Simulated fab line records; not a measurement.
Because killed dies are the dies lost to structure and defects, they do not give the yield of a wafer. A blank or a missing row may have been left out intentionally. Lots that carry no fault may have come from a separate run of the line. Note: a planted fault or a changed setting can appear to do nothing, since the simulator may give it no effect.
2 desks, one fault ; flow gf180mcu ; every desk sees just its own numbers, and what lay behind them comes last

## AT THE METROLOGY DESK
Means of the sampled wafers that have a number, per lot and without regard to the tool the lot ran on: this is what the gauges read. A lot is out of limits, marked OUT, if its mean lies more than 4 standard deviations from the usual mean; the brackets give that distance.
Columns: A = M3_ALCU_THK at GF_M3_THK_MEAS_06, usual 451 nm; B = M3_OVL at GF_M3_OVL_MEAS_15, usual -4 nm; C = V3_W_RS at GF_V3_RS_MEAS_24, usual 0.328 ohm/sq; D = V3_W_THK at GF_V3_THK_MEAS_25, usual 355 nm; E = M4_ALCU_RS at GF_M4_RS_MEAS_05, usual 0.0695 ohm/sq
lot;first seen here;A;B;C;D;E
L288;day 20 07:04;458;-1;0.328;355;0.0700
L289;day 20 12:19;453;-2;0.333;350;0.0693
L290;day 21 00:25;442;-8;0.335;350;0.0682
L292;day 21 21:30;452;-4;0.331;352;0.0694
L293;day 22 05:07;451;-7;0.330;358;0.0685
L295;day 22 21:04;450;-7;0.327;354;0.0682
L296;day 23 13:01;450;-5;0.328;356;0.0690
L301;day 25 00:13;437;1;0.327;361;0.0705
L302;day 25 05:22;445;-9;0.326;357;0.0698
L304;day 26 01:42;447;-4;0.326;355;0.0689
L309;day 27 11:12;456;7;0.296 (-6.3) OUT;395 (+7.1) OUT;0.0692
L311;day 27 23:17;446;-3;0.290 (-7.7) OUT;404 (+8.5) OUT;0.0695
Finding of this desk: L309, L311 out of limits, first seen on L309 at day 29 04:40 (V3_W_RS at GF_V3_RS_MEAS_24). L288, L289, L290, L292, L293, L295, L296, L301, L302, L304 stayed within limits.

## DESK OF THE TOOL OWNER: cvd_w-01
The tool's own readings at GF_V3_CVD_23 (deposits W, target thk 350 nm, time 104.9 s): means of the sampled wafers that have a number, for each lot that ran on this tool. A lot is out of limits, marked OUT, if its mean lies more than 4 standard deviations from the usual mean; the brackets give that distance.
Columns: A = heater_power_w at GF_V3_CVD_23, usual 909 W; B = susceptor_temp_C at GF_V3_CVD_23, usual 400.02 C
lot;first seen here;A;B
L288;day 22 07:58;893;400.04
L289;day 22 13:30;892;400.16
L290;day 23 01:10;936;399.89
L292;day 23 21:56;927;400.26
L293;day 24 05:13;895;399.90
L295;day 24 19:55;928;400.00
L296;day 25 11:27;919;399.81
L301;day 26 22:30;919;399.79
L309;day 29 04:31;907;405.96 (+27) OUT
L311;day 29 14:50;1003;405.91 (+27) OUT
Finding of this desk: L309, L311 out of limits; the first was L309 at day 29 04:31, on susceptor_temp_C at GF_V3_CVD_23. L288, L289, L290, L292, L293, L295, L296, L301 stayed within limits.

## BROUGHT TOGETHER
An alarm could have come from the tool owner's desk at day 29 04:31, on L309, L311.
The metrology desk could have raised an alarm at day 29 04:40, on L309, L311.
On cvd_w-01, each named lot ran GF_V3_CVD_23.

## WHAT WAS PUT IN BY THE SIMULATOR
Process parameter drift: cvd_w-01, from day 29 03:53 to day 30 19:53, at GF_V3_CVD_23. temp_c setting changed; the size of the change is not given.
Lots struck among those shown: L309, L311.
Delay (hours) between the fault's onset and each desk's first out-of-limits reading: 1 at the tool owner's desk, 1 at the metrology desk.
